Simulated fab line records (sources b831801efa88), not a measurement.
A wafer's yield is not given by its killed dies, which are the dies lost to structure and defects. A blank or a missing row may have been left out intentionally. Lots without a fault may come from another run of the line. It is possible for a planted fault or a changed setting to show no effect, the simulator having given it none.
Chamber matching / flow sky130 / rie_diel-03 running SKY_FIELD_ISO_ETCH_14: 4 sister chambers
The step etches BARC in N2/H2, stops on SiO2, time 45.9 s, target depth 60 nm. 14 wafers are shown with their chamber, then 7 later ones without.

## WAFERS WITH THEIR CHAMBER
wafer=L452.2; chamber=1; drypump_motor_current_A (A)=4.8; throttle_valve_pct (%)=13.229; h2_flow_sccm (sccm)=200.8
wafer=L452.3; chamber=2; drypump_motor_current_A (A)=6.3; throttle_valve_pct (%)=13.235; h2_flow_sccm (sccm)=200.0
wafer=L452.4; chamber=3; drypump_motor_current_A (A)=5.9; throttle_valve_pct (%)=13.230; h2_flow_sccm (sccm)=200.7
wafer=L453.1; chamber=3; drypump_motor_current_A (A)=6.0; throttle_valve_pct (%)=13.238; h2_flow_sccm (sccm)=200.3
wafer=L453.4; chamber=2; drypump_motor_current_A (A)=6.3; throttle_valve_pct (%)=13.233; h2_flow_sccm (sccm)=199.4
wafer=L453.5; chamber=0; drypump_motor_current_A (A)=6.0; throttle_valve_pct (%)=13.207; h2_flow_sccm (sccm)=200.6
wafer=L457.3; chamber=2; drypump_motor_current_A (A)=6.4; throttle_valve_pct (%)=13.221; h2_flow_sccm (sccm)=200.0
wafer=L457.5; chamber=1; drypump_motor_current_A (A)=4.8; throttle_valve_pct (%)=13.226; h2_flow_sccm (sccm)=200.9
wafer=L457.6; chamber=0; drypump_motor_current_A (A)=6.0; throttle_valve_pct (%)=13.226; h2_flow_sccm (sccm)=199.6
wafer=L458.2; chamber=2; drypump_motor_current_A (A)=6.3; throttle_valve_pct (%)=13.230; h2_flow_sccm (sccm)=199.9
wafer=L458.5; chamber=2; drypump_motor_current_A (A)=6.3; throttle_valve_pct (%)=13.229; h2_flow_sccm (sccm)=199.9
wafer=L458.6; chamber=3; drypump_motor_current_A (A)=5.9; throttle_valve_pct (%)=13.227; h2_flow_sccm (sccm)=199.5
wafer=L469.1; chamber=2; drypump_motor_current_A (A)=6.4; throttle_valve_pct (%)=13.233; h2_flow_sccm (sccm)=199.9
wafer=L469.4; chamber=3; drypump_motor_current_A (A)=6.0; throttle_valve_pct (%)=13.242; h2_flow_sccm (sccm)=201.3

SIGNATURES (means of the wafers above)
reading=drypump_motor_current_A; chamber 0=6.000; chamber 1=4.800; chamber 2=6.333; chamber 3=5.950; scatter within a chamber=0.0483
reading=throttle_valve_pct; chamber 0=13.21650; chamber 1=13.22750; chamber 2=13.23017; chamber 3=13.23425; scatter within a chamber=0.00674
reading=h2_flow_sccm; chamber 0=200.100; chamber 1=200.850; chamber 2=199.850; chamber 3=200.450; scatter within a chamber=0.497
Rule: a wafer's distance from a chamber is the root of the sum, over the readings, of the square of ((its reading less the chamber's mean) divided by the reading's scatter). The wafer belongs to the nearest chamber; if the next one is less than 2 further off, it can't be placed. The scatter: the root of (the sum of the squares of (reading less its chamber's mean) over the shown wafers, divided by (wafers less chambers)).

## WAFERS MISSING THEIR CHAMBER
wafer=L469.5; drypump_motor_current_A (A)=6.4; throttle_valve_pct (%)=13.235; h2_flow_sccm (sccm)=199.4
wafer=L471.3; drypump_motor_current_A (A)=6.3; throttle_valve_pct (%)=13.214; h2_flow_sccm (sccm)=200.2
wafer=L471.4; drypump_motor_current_A (A)=6.0; throttle_valve_pct (%)=13.233; h2_flow_sccm (sccm)=198.8
wafer=L471.6; drypump_motor_current_A (A)=4.8; throttle_valve_pct (%)=13.216; h2_flow_sccm (sccm)=200.3
wafer=L472.1; drypump_motor_current_A (A)=6.4; throttle_valve_pct (%)=13.239; h2_flow_sccm (sccm)=200.4
wafer=L472.5; drypump_motor_current_A (A)=6.0; throttle_valve_pct (%)=13.223; h2_flow_sccm (sccm)=200.7
wafer=L472.6; drypump_motor_current_A (A)=6.0; throttle_valve_pct (%)=13.224; h2_flow_sccm (sccm)=199.0

## WHICH CHAMBER EACH WENT THROUGH
wafer=L469.5; from the rows above=2; in truth=2
wafer=L471.3; from the rows above=2; in truth=2
wafer=L471.4; from the rows above=can't be placed: 3 or 0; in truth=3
wafer=L471.6; from the rows above=1; in truth=1
wafer=L472.1; from the rows above=2; in truth=2
wafer=L472.5; from the rows above=can't be placed: 0 or 3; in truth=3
wafer=L472.6; from the rows above=can't be placed: 0 or 3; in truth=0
4 of 7 placed correctly. Can't be placed from these rows: 3 (the true chamber is among the candidates in 3). 0 placed wrongly.
